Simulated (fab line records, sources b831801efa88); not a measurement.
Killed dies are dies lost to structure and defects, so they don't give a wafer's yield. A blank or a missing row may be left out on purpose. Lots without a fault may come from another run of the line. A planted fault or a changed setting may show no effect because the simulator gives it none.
Problem report in the 8D (eight disciplines) form, filled by code | flow gf180mcu | the parts of the form that need people (team, actions taken, sign-off) are left out

1. THE PROBLEM
tilt_deg at GF_VT_IMPLANT_IMPLANT_30 reads a mean of 6.304 degrees on 6 wafers of 2 lots; wafers without a fault read 7.003 degrees with a standard deviation of 0.021. That is -33 standard deviations from the usual mean.
First seen on wafer L798.2, day 8 23:53, on implanter-02. The record holds 42 wafers of 14 lots with a number at this step. Rule for "out", or "out of limits": more than 4 standard deviations from the usual mean. The other wafers with a number count as sound.

2. WHAT IT IS AND WHAT IT IS NOT
question                    | is                     | is not
which readings at this step | tilt_deg               | -
which lots                  | L798, L799             | L790, L791, L792, L794, L797, L803, L804, L807, L808, L809, L812, L813
which wafers of those lots  | all that have a number | -
read on which tools         | implanter-02           | implanter-01, implanter-04
when                        | from day 8 23:53       | up to then (15 sound wafers); but 21 sound wafers of L803, L804, L807, L808, L809, L812, L813 came after

3. SUSPECTS, AND WHAT RULES EACH OUT
Counting: a tool at a process step up to the reading stays a suspect if it ran every lot that is out and no sound lot after the first of them.
- implanter-02 at GF_VT_IMPLANT_IMPLANT_30: ruled out as a lasting fault. Sound lots L807, L808 ran on it after its first lot that is out, L798 (day 8 23:53).
Left after counting: nothing in the record.

4. THE CAUSE (what the simulator had put in)
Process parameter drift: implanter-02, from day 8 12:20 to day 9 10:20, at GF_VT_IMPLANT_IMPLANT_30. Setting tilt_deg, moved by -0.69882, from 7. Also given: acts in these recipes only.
Counting ruled it out, wrongly.

5. THE CHAIN OF EFFECTS, in route order
Each row: a reading whose mean over the struck wafers that have a number lies more than 3 standard deviations from the usual. Only readings for which the record gives a usual standard deviation are gone through. hours: the time from each lot's start at the first step in this table that gives one to its start at this step, as a median over the lots. sigmas: the change in usual standard deviations.
hours | step                     | reading  | usual         | on struck wafers | change | sigmas
0     | GF_VT_IMPLANT_IMPLANT_30 | tilt_deg | 7.003 degrees | 6.304            | -0.699 | -33
The process steps in it:
- GF_VT_IMPLANT_IMPLANT_30

6. WHAT WOULD HAVE CAUGHT IT SOONER
In this record the first reading out of limits was taken at day 8 23:53, 12 hours after the fault began at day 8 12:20.
